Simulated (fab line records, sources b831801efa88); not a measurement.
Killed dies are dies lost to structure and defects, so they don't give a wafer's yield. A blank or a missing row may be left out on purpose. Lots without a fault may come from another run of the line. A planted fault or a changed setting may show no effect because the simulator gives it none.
Tool commonality check | flow sky130 | 11 lots, 33 wafers sampled

WHY IT WAS OPENED
At SKY_RES_XHIGH_TW_MEAS_09 the reading RES_XHIGH_TW is flagged on 2 of 11 lots. Wafers without a fault read 1644, standard deviation 16.
Rule: a lot is flagged when every wafer of it that has a number lies more than 4 standard deviations from that mean, or none has a number. The other lots count as sound.

lot  | measured     | on            | RES_XHIGH_TW, wafer by wafer | flag
L583 | day 26 21:13 | film_metro-02 | 1656 1648 1650               |
L585 | day 27 12:46 | film_metro-04 | 1605 1605 1612               |
L587 | day 27 23:39 | film_metro-02 | 1646 1645 1650               |
L588 | day 28 19:17 | film_metro-02 | 1647 1644 1646               |
L589 | day 29 00:41 | film_metro-03 | 1520 1516 1508               | FLAGGED
L591 | day 29 10:35 | film_metro-02 | 1507 1512 1518               | FLAGGED
L597 | day 31 18:34 | film_metro-04 | 1624 1634 1640               |
L598 | day 32 04:05 | film_metro-02 | 1662 1652 1657               |
L600 | day 32 15:34 | film_metro-04 | 1608 1627 1617               |
L606 | day 34 10:03 | film_metro-02 | 1664 1673 1677               |
L605 | day 34 14:49 | film_metro-04 | 1605 1616 1613               |
The numbers of the flagged lots are 1514 on average: -130 against the usual, or -8 standard deviations.

WHICH TOOL RAN EACH LOT
The record holds 2 process steps before the reading, out of a route of 708 steps. In each cell: the tool, then ch and the chambers that the sampled wafers went through, then the start.
lot  | flag    | SKY_LDD_P_STRIP_10                   | SKY_RES_XHIGH_IMPLANT_07
L583 |         | plasma_asher-02 ch 0,1, day 19 02:29 | implanter-03 ch 0, day 26 20:58
L585 |         | plasma_asher-03 ch 0,1, day 19 20:49 | implanter-03 ch 0, day 27 12:31
L587 |         | plasma_asher-02 ch 1, day 20 11:44   | implanter-04 ch 0, day 27 23:24
L588 |         | plasma_asher-02 ch 0,1, day 21 06:38 | implanter-03 ch 0, day 28 19:02
L589 | FLAGGED | plasma_asher-02 ch 0,1, day 21 13:53 | implanter-04 ch 0, day 29 00:26
L591 | FLAGGED | plasma_asher-03 ch 0,1, day 21 23:14 | implanter-04 ch 0, day 29 10:22
L597 |         | plasma_asher-02 ch 0,1, day 24 10:09 | implanter-04 ch 0, day 31 18:19
L598 |         | plasma_asher-03 ch 0,1, day 24 23:26 | implanter-04 ch 0, day 32 03:52
L600 |         | plasma_asher-02 ch 0,1, day 25 09:36 | implanter-04 ch 0, day 32 15:19
L606 |         | plasma_asher-01 ch 1, day 27 09:48   | implanter-03 ch 0, day 34 09:48
L605 |         | plasma_asher-02 ch 0,1, day 27 12:51 | implanter-04 ch 0, day 34 14:34
What these steps do:
- SKY_LDD_P_STRIP_10: strips in O2/N2.
- SKY_RES_XHIGH_IMPLANT_07
- SKY_RES_XHIGH_TW_MEAS_09

FLAGGED OVER TOTAL, TOOL BY TOOL (the gauges that took the reading come last)
step                     | tool            | lots run | flagged | share of the flagged lots | sound lots run after its first flagged lot
SKY_LDD_P_STRIP_10       | plasma_asher-01 | 1        | 0       | none                      | -
SKY_LDD_P_STRIP_10       | plasma_asher-02 | 7        | 1       | some                      | 3 (L597,L600,L605)
SKY_LDD_P_STRIP_10       | plasma_asher-03 | 3        | 1       | some                      | 1 (L598)
SKY_RES_XHIGH_IMPLANT_07 | implanter-03    | 4        | 0       | none                      | -
SKY_RES_XHIGH_IMPLANT_07 | implanter-04    | 7        | 2       | all                       | 4 (L597,L598,L600,L605)
SKY_RES_XHIGH_TW_MEAS_09 | film_metro-02   | 6        | 1       | some                      | 2 (L598,L606)
SKY_RES_XHIGH_TW_MEAS_09 | film_metro-03   | 1        | 1       | some                      | 0
SKY_RES_XHIGH_TW_MEAS_09 | film_metro-04   | 4        | 0       | none                      | -

WHAT THE TABLE ALLOWS
1 row of the table ran every flagged lot: implanter-04 at SKY_RES_XHIGH_IMPLANT_07.
- implanter-04 at SKY_RES_XHIGH_IMPLANT_07: 2 of its 7 lots flagged. Sound lots ran on it after the first flagged one (L597, L598, L600, L605), which a lasting fault on the whole tool wouldn't allow. Its own readings lie more than 4 standard deviations out on every wafer of the flagged lots: beam_on_s, faraday_current_uA.
No row of the table ran every flagged lot and no sound lot after the first.

WHAT THE SIMULATOR HAD PUT IN
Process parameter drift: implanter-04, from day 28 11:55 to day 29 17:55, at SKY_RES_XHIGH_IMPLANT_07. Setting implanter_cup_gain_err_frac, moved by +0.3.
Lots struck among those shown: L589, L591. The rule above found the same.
